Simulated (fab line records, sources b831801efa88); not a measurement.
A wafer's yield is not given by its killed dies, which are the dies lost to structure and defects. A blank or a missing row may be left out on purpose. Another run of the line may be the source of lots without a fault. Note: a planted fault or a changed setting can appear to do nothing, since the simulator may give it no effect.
A lot that was struck, set against a sound lot :: flow sky130 :: 19 out of 708 route steps
Sound: wafers L308.1, L308.3, L308.6. Wafers L314.1, L314.3, L314.6 were the ones struck. The cause comes at the end.
Each step with rows lists, per side, the tool, then ch with its chambers, then its first start. Under that, the readings that differ: sound wafers :: struck wafers :: difference of the means :: sigmas: that difference in standard deviations of wafers without a fault.
alike: readings with means less than 2 such deviations apart, plus words and numbers identical on both sides. not compared: withheld readings, readings lacking a value on some wafer, bounds such as >300 that could conceal the same value, and numbers that have no deviation in the record and whose values overlap.
A row with sigmas, a row that says differs or no value, or rows on one side alone: a step with any of these is where the two part. When numbers do not overlap yet have no deviation, they are printed without sigmas and do not part them. A reading that every wafer of one side lacks parts them only if that side has two wafers or more.

first, 3 steps without rows for these wafers: SKY_VT_ADJUST_NCORE_EXPOSE_04 (exposes mask LVTN COMPLEMENT THIN, target cd 380 nm); SKY_VT_ADJUST_NCORE_PEB_05; SKY_VT_ADJUST_NCORE_DEVELOP_06 (develop time 60 s).
SKY_VT_ADJUST_NCORE_CD_MEAS_07 targets a cd of 380 nm.
  sound on cd sem-02 at day 9 02:28; struck on cd sem-02 at day 10 20:26
  alike: cd nm
SKY_VT_ADJUST_NCORE_OVL_MEAS_08:
  sound on overlay-02 at day 9 02:35; struck on overlay-01 at day 10 20:34
  alike: VT_ADJUST_NCORE_OVL
following that, these wafers have no rows for 1 step: SKY_VT_ADJUST_NCORE_IMPLANT_09.
SKY_VT_ADJUST_NCORE_STRIP_10: strips in O2/N2.
  sound on plasma asher-01 ch 0,1, day 9 02:46; struck on plasma asher-04 ch 0,1, day 10 20:45
  alike: drypump motor current A, oes product au, strip time to endpoint s
  not compared: rf hours counter h
SKY_VT_ADJUST_NCORE_TW_MEAS_11:
  sound on film metro-02 at day 9 02:52; struck on film metro-02 at day 10 20:51
  alike: VT_ADJUST_NCORE_TW
then, 4 steps without rows for these wafers: SKY_VT_ADJUST_HVTR_DEHYDRATE_00 (time 60 s); SKY_VT_ADJUST_HVTR_HMDS_01 (prime time 60 s); SKY_VT_ADJUST_HVTR_COAT_02 (resist thk 1140 nm); SKY_VT_ADJUST_HVTR_SOFTBAKE_03 (time 60 s).
SKY_VT_ADJUST_HVTR_EXPOSE_04: exposes mask HVTRM, target cd 380 nm.
  sound on iline stepper-01 ch 0, day 9 14:32; struck on iline stepper-01 ch 0, day 11 08:47
reading: model.VT_ADJUST_HVTR.overlay x nm (nm)
sound: -0.9244 -0.9244 -0.9244
struck: 118.4 118.4 118.4
difference: +119.3
sigmas: 
  alike: mask, reticle temp C
then, 2 steps without rows for these wafers: SKY_VT_ADJUST_HVTR_PEB_05; SKY_VT_ADJUST_HVTR_DEVELOP_06 (develop time 60 s).
SKY_VT_ADJUST_HVTR_CD_MEAS_07 targets a cd of 380 nm.
  sound on cd sem-01 at day 10 01:35; struck on cd sem-01 at day 11 20:11
reading: cd nm (nm)
sound: 377.9 376.5 375.1
struck: 383.0 382.8 382.1
difference: +6.1
sigmas: +3
SKY_VT_ADJUST_HVTR_OVL_MEAS_08:
  sound on overlay-01 at day 10 01:43; struck on overlay-01 at day 11 20:19
reading: VT_ADJUST_HVTR_OVL (nm)
sound: -0.5 -0.3 -0.8
struck: 117.8 117.6 117.9
difference: +118.3
sigmas: +74
following that, these wafers have no rows for 1 step: SKY_VT_ADJUST_HVTR_IMPLANT_09.
-- the record jumps here: 37 days lie between the struck wafers' starts before and after (it left off in module VT_ADJUST_HVTR and takes up again in module PAD_OPEN, whose first step shown is number 708 of the route) --
SKY_PAD_OPEN_PROBE_99:
  sound on prober-01 at day 47 06:00; struck on prober-01 at day 48 08:34
reading: model.etest.pfet_01v8_mvt.drive ua um
sound: 150.4 154.2 153.2
struck: 146.7 147.7 144.1
difference: -6.4
sigmas: 

reading: model.etest.pfet_01v8_mvt.off log10 a um
sound: -10.96 -10.82 -10.81
struck: -11.42 -11.13 -11.3
difference: -0.42
sigmas: 

reading: model.etest.pfet_01v8_mvt.vt sat v (V)
sound: -0.586 -0.5791 -0.5784
struck: -0.6452 -0.6278 -0.6444
difference: -0.0580
sigmas: 

reading: model.etest.pfet_01v8_mvt.vt v (V)
sound: -0.6748 -0.6711 -0.671
struck: -0.7248 -0.7134 -0.7214
difference: -0.0476
sigmas: 
  alike: killed_at_M0_to_M3, killed_at_M4_up, killed at contacts, killed at front end, killed at other, killed dies, killed on rim, killed open, killed short

WHERE THEY PART
Last at SKY_VT_ADJUST_HVTR_OVL_MEAS_08 as far as this record goes, first at SKY_VT_ADJUST_HVTR_CD_MEAS_07. Later steps at which nothing parts them and some readings are alike: SKY_PAD_OPEN_PROBE_99.

WHY: what had been put in by the simulator
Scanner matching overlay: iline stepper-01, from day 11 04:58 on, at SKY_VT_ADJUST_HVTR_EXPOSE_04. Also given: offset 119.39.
